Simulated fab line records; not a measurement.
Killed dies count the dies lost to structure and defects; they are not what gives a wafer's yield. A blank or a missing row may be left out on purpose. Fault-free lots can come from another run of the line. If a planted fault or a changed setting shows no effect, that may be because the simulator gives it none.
fab line records	flow gf180mcu
record lots=13	wafers=39	last-day=34
route steps=602 shown MVSD@74 CONTACT@304 V1@350
lots that met no fault: from a run of the same line without faults
start-h: the number of hours between the record's first day and the start of the first shown wafer of the lot	wait-h: how many hours have passed since the lot's step before this one	" unchanged from the row above	L1.1+2: one row covering several wafers at once	- either no value or no given start	* or withheld: withheld	< > ~ a bound
route shown NAME@n: names a module that has steps shown in the file, with the first one's number in the route	usual: mean/standard deviation taken from wafers without a fault	same: alike in all rows	chamber/n: place in a boat	sites: the reading at each site	_std_site: their standard deviation	_edge_site: the outer-site mean with the inner-site mean subtracted	radius-mm: for every site, how far away it sits from the centre of the wafer	mask NAME#n: copy n	behind: tool/chamber where the wafer was last shaped	hold: why the lot went on hold/how many hours it stayed there/how the hold came to an end	device: names the non-switching transistor (n, p or np)	end of line: the same wafers' tests at the end of the route	step lacking rows: just its recipe	killed: at the first sort, the dies lost to defects and structure; wafer yield is something else	map: the dies of a wafer, with x for killed, . for not killed, _ for no die there
set.NAME: the setting that was run; set.NAME@STEP: the one run at that earlier step	model.NAME: the simulator's own value behind a step, which no gauge read
route steps across a sampled set of lots; one table per step, one row per wafer
services: the hour from which a tool's chamber was out of use, counted from the record's first day as start-h (under 0 if before that day), plus the number of hours and why
## steps
# step GF_MVSD_IMPLANT_08
# recipe species=P	energy-kev=400	dose-cm2=1.6e+13	tilt-deg=0
# usual beam-energy-keV=400.00/0.12	dose-ions-cm2=1.5997e+13/1.9e+10	faraday-current-uA=90.5/2
# same implant-ion-amu=31
lot.wafer	tool	chamber	start-h	wait-h	beam-energy-keV	dose-ions-cm2	faraday-current-uA
L822.4	implanter-03	0	82.94	0.1	400.05	1.5975e+13	89.7
L822.5	"	0	"	"	399.99	1.6002e+13	93.0
L822.6	"	0	"	"	400.00	1.6017e+13	91.9
L823.1	implanter-01	0	89.02	0.0	400.17	1.6011e+13	89.4
L823.2	"	0	"	"	399.93	1.5986e+13	89.5
L823.4	"	0	"	"	399.97	1.6003e+13	91.6
L824.2	implanter-01	0	93.50	0.0	400.01	1.6019e+13	89.3
L824.4	"	0	"	"	399.85	1.6013e+13	91.6
L824.5	"	0	"	"	399.87	1.6028e+13	89.5
L830.2	implanter-02	0	129.35	0.0	400.17	1.8181e+13	100.8
L830.3	"	0	"	"	399.86	1.8208e+13	103.0
L830.4	"	0	"	"	400.03	1.8215e+13	102.2
L831.1	implanter-02	0	135.63	0.0	399.99	1.8242e+13	102.6
L831.4	"	0	"	"	399.69	1.8235e+13	102.1
L831.6	"	0	"	"	400.01	1.8198e+13	105.9
L834.3	implanter-01	0	152.83	0.1	399.89	1.5997e+13	90.4
L834.4	"	0	"	"	400.07	1.5991e+13	91.7
L834.5	"	0	"	"	399.90	1.596e+13	91.3
L837.2	implanter-01	0	173.12	0.0	399.63	1.6015e+13	94.3
L837.4	"	0	"	"	399.82	1.6023e+13	93.8
L837.6	"	0	"	"	400.00	1.5978e+13	91.1
L838.1	implanter-03	0	176.74	0.0	399.88	1.5995e+13	89.4
L838.5	"	0	"	"	399.88	1.6001e+13	93.4
L838.6	"	0	"	"	399.89	1.5989e+13	93.7
L839.2	implanter-01	0	183.54	0.0	400.03	1.6003e+13	95.8
L839.4	"	0	"	"	400.03	1.5996e+13	87.8
L839.5	"	0	"	"	399.90	1.5988e+13	89.7
L841.1	implanter-03	0	194.03	0.0	400.05	1.5952e+13	90.4
L841.2	"	0	"	"	400.05	1.5954e+13	92.8
L841.5	"	0	"	"	400.08	1.5957e+13	91.1
L842.3	implanter-03	0	201.39	0.1	399.90	1.6008e+13	89.0
L842.4	"	0	"	"	400.04	1.5996e+13	90.2
L842.5	"	0	"	"	399.92	1.6024e+13	89.9
L843.1	implanter-01	0	206.23	0.0	399.90	1.599e+13	88.4
L843.4	"	0	"	"	399.99	1.6005e+13	87.7
L843.5	"	0	"	"	400.08	1.599e+13	92.4
L844.3	implanter-01	0	211.08	0.1	400.07	1.5986e+13	87.9
L844.5	"	0	"	"	400.00	1.5989e+13	90.4
L844.6	"	0	"	"	400.02	1.5995e+13	88.3
# step GF_MVSD_TW_MEAS_11
# usual MVSD_TW=1569/17
lot.wafer	tool	chamber	start-h	wait-h	MVSD_TW
L822.4	film-metro-03	-	83.30	0.1	1576
L822.5	"	-	"	"	1573
L822.6	"	-	"	"	1574
L823.1	film-metro-04	-	89.42	0.1	1591
L823.2	"	-	"	"	1588
L823.4	"	-	"	"	1593
L824.2	film-metro-04	-	93.89	0.1	1602
L824.4	"	-	"	"	1596
L824.5	"	-	"	"	1592
L830.2	film-metro-01	-	129.74	0.1	1610
L830.3	"	-	"	"	1606
L830.4	"	-	"	"	1608
L831.1	film-metro-04	-	136.03	0.1	1647
L831.4	"	-	"	"	1639
L831.6	"	-	"	"	1641
L834.3	film-metro-03	-	153.20	0.1	1582
L834.4	"	-	"	"	1580
L834.5	"	-	"	"	1582
L837.2	film-metro-04	-	173.50	0.1	1585
L837.4	"	-	"	"	1589
L837.6	"	-	"	"	1593
L838.1	film-metro-03	-	177.14	0.1	1577
L838.5	"	-	"	"	1567
L838.6	"	-	"	"	1569
L839.2	film-metro-01	-	183.93	0.1	1543
L839.4	"	-	"	"	1539
L839.5	"	-	"	"	1548
L841.1	film-metro-01	-	194.43	0.1	1564
L841.2	"	-	"	"	1558
L841.5	"	-	"	"	1560
L842.3	film-metro-03	-	201.76	0.1	1577
L842.4	"	-	"	"	1563
L842.5	"	-	"	"	1563
L843.1	film-metro-01	-	206.63	0.1	1554
L843.4	"	-	"	"	1560
L843.5	"	-	"	"	1552
L844.3	film-metro-01	-	211.45	0.1	1556
L844.5	"	-	"	"	1561
L844.6	"	-	"	"	1562
# step GF_VT_IMPLANT_RS_MEAS_46
# recipe thk-meas-gauge=four-point-probe
# usual MVSD_RS=456.8/1.2
lot.wafer	tool	chamber	start-h	wait-h	MVSD_RS[ohm/sq]
L822.4	film-metro-04	-	158.64	0.1	458.4
L822.5	"	-	"	"	458.4
L822.6	"	-	"	"	457.3
L823.1	film-metro-03	-	163.89	0.1	455.3
L823.2	"	-	"	"	456.7
L823.4	"	-	"	"	456.7
L824.2	film-metro-03	-	169.75	0.1	456.6
L824.4	"	-	"	"	455.4
L824.5	"	-	"	"	455.4
L830.2	film-metro-01	-	212.85	0.1	427.0
L830.3	"	-	"	"	427.1
L830.4	"	-	"	"	427.8
L831.1	film-metro-03	-	221.89	0.2	426.0
L831.4	"	-	"	"	426.3
L831.6	"	-	"	"	426.8
L834.3	film-metro-04	-	241.04	0.1	456.7
L834.4	"	-	"	"	457.7
L834.5	"	-	"	"	456.4
L837.2	film-metro-04	-	263.56	0.2	457.6
L837.4	"	-	"	"	458.4
L837.6	"	-	"	"	457.4
L838.1	film-metro-04	-	269.99	0.2	455.7
L838.5	"	-	"	"	458.1
L838.6	"	-	"	"	455.7
L839.2	film-metro-03	-	275.61	0.1	455.4
L839.4	"	-	"	"	456.7
L839.5	"	-	"	"	456.8
L841.1	film-metro-03	-	289.23	0.1	456.7
L841.2	"	-	"	"	456.2
L841.5	"	-	"	"	456.5
L842.3	film-metro-04	-	296.82	0.1	458.0
L842.4	"	-	"	"	457.3
L842.5	"	-	"	"	457.3
L843.1	film-metro-04	-	302.48	0.1	457.7
L843.4	"	-	"	"	459.1
L843.5	"	-	"	"	458.7
L844.3	film-metro-04	-	307.33	0.1	457.1
L844.5	"	-	"	"	455.9
L844.6	"	-	"	"	456.1
# step GF_CONTACT_ETCH_17
# recipe chemistry=C4F8/O2/Ar	mask-material=KrF	target=SiO2	stop-on=CoSi2	source-w=1500	bias-w=1200	pressure-mtorr=40	c4f8-flow-sccm=withheld	O2_flow_sccm=6	Ar_flow_sccm=300	time-s=withheld	target-depth-a=8600
# usual oes-product-au=0.815/0.0045
lot.wafer	tool	chamber	start-h	wait-h	oes-product-au
L822.4	rie-diel-03	0	-	-	0.812
L822.5	"	1	"	"	0.814
L822.6	"	2	"	"	0.818
L823.1	rie-diel-03	1	-	-	0.818
L823.2	"	0	"	"	0.811
L823.4	"	2	"	"	0.819
L824.2	rie-diel-04	3	-	-	0.813
L824.4	"	0	"	"	0.814
L824.5	"	2	"	"	0.812
L830.2	rie-diel-04	3	-	-	0.818
L830.3	"	2	"	"	0.813
L830.4	"	0	"	"	0.825
L831.1	rie-diel-01	0	-	-	0.817
L831.4	"	2	"	"	0.813
L831.6	"	3	"	"	0.819
L834.3	rie-diel-01	0	-	-	0.810
L834.4	"	3	"	"	0.807
L834.5	"	1	"	"	0.815
L837.2	rie-diel-03	3	-	-	0.815
L837.4	"	1	"	"	0.811
L837.6	"	2	"	"	0.816
L838.1	rie-diel-03	3	-	-	0.820
L838.5	"	1	"	"	0.817
L838.6	"	3	"	"	0.823
L839.2	rie-diel-01	1	-	-	0.812
L839.4	"	0	"	"	0.817
L839.5	"	2	"	"	0.811
L841.1	rie-diel-03	3	-	-	0.810
L841.2	"	1	"	"	0.812
L841.5	"	3	"	"	0.816
L842.3	rie-diel-01	2	-	-	0.814
L842.4	"	1	"	"	0.818
L842.5	"	1	"	"	0.817
L843.1	rie-diel-01	2	-	-	0.805
L843.4	"	0	"	"	0.814
L843.5	"	3	"	"	0.815
L844.3	rie-diel-03	2	-	-	0.813
L844.5	"	2	"	"	0.807
L844.6	"	3	"	"	0.814
# step GF_V1_OVL_MEAS_15
# usual V1_OVL=0/5.2
lot.wafer	tool	chamber	start-h	wait-h	V1_OVL[nm]
L822.4	overlay-01	-	415.36	0.1	8
L822.5	"	-	"	"	9
L822.6	"	-	"	"	5
L823.1	overlay-02	-	422.40	0.1	-1
L823.2	"	-	"	"	-1
L823.4	"	-	"	"	1
L824.2	overlay-01	-	434.38	0.1	2
L824.4	"	-	"	"	4
L824.5	"	-	"	"	-5
L830.2	overlay-01	-	493.83	0.1	0
L830.3	"	-	"	"	9
L830.4	"	-	"	"	4
L831.1	overlay-02	-	505.05	0.1	6
L831.4	"	-	"	"	11
L831.6	"	-	"	"	3
L834.3	overlay-02	-	524.96	0.1	2
L834.4	"	-	"	"	5
L834.5	"	-	"	"	0
L837.2	overlay-01	-	551.90	0.1	-6
L837.4	"	-	"	"	-3
L837.6	"	-	"	"	-3
L838.1	overlay-01	-	560.81	0.1	0
L838.5	"	-	"	"	-2
L838.6	"	-	"	"	-1
L839.2	overlay-01	-	568.03	0.1	4
L839.4	"	-	"	"	6
L839.5	"	-	"	"	2
L841.1	overlay-02	-	583.19	0.1	1
L841.2	"	-	"	"	2
L841.5	"	-	"	"	5
L842.3	overlay-02	-	586.72	0.1	-3
L842.4	"	-	"	"	-1
L842.5	"	-	"	"	-6
L843.1	overlay-01	-	596.32	0.1	-1
L843.4	"	-	"	"	-4
L843.5	"	-	"	"	1
L844.3	overlay-02	-	601.68	0.1	-6
L844.5	"	-	"	"	-3
L844.6	"	-	"	"	-2
# step GF_V1_THK_MEAS_25
# recipe thk-meas-gauge=xrf	reads=W_of_V1_CVD_23
# usual V1_W_THK=337/3.7
lot.wafer	tool	chamber	start-h	wait-h	V1_W_THK[nm]
L822.4	film-metro-04	-	416.41	0.1	340
L822.5	"	-	"	"	334
L822.6	"	-	"	"	333
L823.1	film-metro-04	-	423.44	0.1	342
L823.2	"	-	"	"	337
L823.4	"	-	"	"	337
L824.2	film-metro-02	-	435.44	0.1	337
L824.4	"	-	"	"	335
L824.5	"	-	"	"	341
L830.2	film-metro-02	-	494.93	0.1	336
L830.3	"	-	"	"	338
L830.4	"	-	"	"	337
L831.1	film-metro-02	-	506.08	0.1	332
L831.4	"	-	"	"	336
L831.6	"	-	"	"	337
L834.3	film-metro-02	-	526.06	0.1	334
L834.4	"	-	"	"	335
L834.5	"	-	"	"	333
L837.2	film-metro-02	-	552.97	0.1	339
L837.4	"	-	"	"	333
L837.6	"	-	"	"	331
L838.1	film-metro-02	-	561.84	0.1	337
L838.5	"	-	"	"	343
L838.6	"	-	"	"	336
L839.2	film-metro-03	-	569.06	0.1	338
L839.4	"	-	"	"	336
L839.5	"	-	"	"	334
L841.1	film-metro-02	-	584.23	0.1	338
L841.2	"	-	"	"	340
L841.5	"	-	"	"	339
L842.3	film-metro-02	-	587.79	0.1	335
L842.4	"	-	"	"	332
L842.5	"	-	"	"	331
L843.1	film-metro-02	-	597.36	0.1	341
L843.4	"	-	"	"	339
L843.5	"	-	"	"	342
L844.3	film-metro-04	-	602.75	0.1	337
L844.5	"	-	"	"	336
L844.6	"	-	"	"	339
## services
tool	chamber	start-h	hours	kind
implanter-01	-	68.83	1.5	repair
rie-diel-01	3	100.14	10.0	repair
rie-diel-03	3	103.20	3.6	repair
rie-diel-01	2	180.72	4.6	repair
implanter-01	-	186.57	3.5	repair
rie-diel-03	0	201.65	15.8	repair
rie-diel-01	2	289.32	21.8	repair
implanter-01	-	290.33	3.9	repair
rie-diel-01	1	300.41	33.9	repair
rie-diel-01	0	316.77	19.0	repair
implanter-01	-	326.46	4.2	pm
rie-diel-03	-	334.15	0.5	repair
implanter-01	-	343.87	1.4	repair
rie-diel-03	-	348.50	4.4	repair
implanter-01	-	372.11	4.6	repair
rie-diel-03	2	376.62	2.6	repair
implanter-01	-	406.19	5.5	pm
rie-diel-03	0	421.66	8.4	repair
rie-diel-03	-	421.82	28.1	pm
rie-diel-03	0	478.92	26.2	repair
rie-diel-03	2	511.02	2.8	repair
rie-diel-03	2	517.35	3.7	repair
implanter-01	-	522.61	15.4	pm
implanter-01	-	554.64	0.7	repair
## key
first-sign step=GF_MVSD_IMPLANT_08	reading=dose-ions-cm2	direction=up	sigmas=99+	usual=1.5997e+13	struck=1.8213e+13
effect step=GF_MVSD_IMPLANT_08	reading=faraday-current-uA	direction=up	sigmas=6.3	usual=90.5	struck=102.8
effect step=GF_MVSD_TW_MEAS_11	reading=MVSD_TW	direction=up	sigmas=3.3	usual=1569	struck=1625
effect step=GF_VT_IMPLANT_RS_MEAS_46	reading=MVSD_RS	direction=down	sigmas=26	usual=456.8	struck=426.8
met-at GF_MVSD_IMPLANT_08
struck-lots L830,L831
tester-left-out L830,L831
not-acting-at GF_CONTACT_ETCH_17,GF_V1_OVL_MEAS_15,GF_V1_THK_MEAS_25
fault kind=process-parameter-drift	tool=implanter-02	chamber=-	onset-h=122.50	steps=GF_MVSD_IMPLANT_08	channel=dose-cm2	offset=2.2088e+12	shape=step	end-h=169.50	acts-in=these-recipes-only	stated=1.6e+13
# tester-left-out: of these lots the tester's yield and bins aren't shown, on N5 and GAA mostly nor the transistor test; their killed dies are dies lost to structure and defects alone, not to doping, threshold or leakage, so they don't give the yield
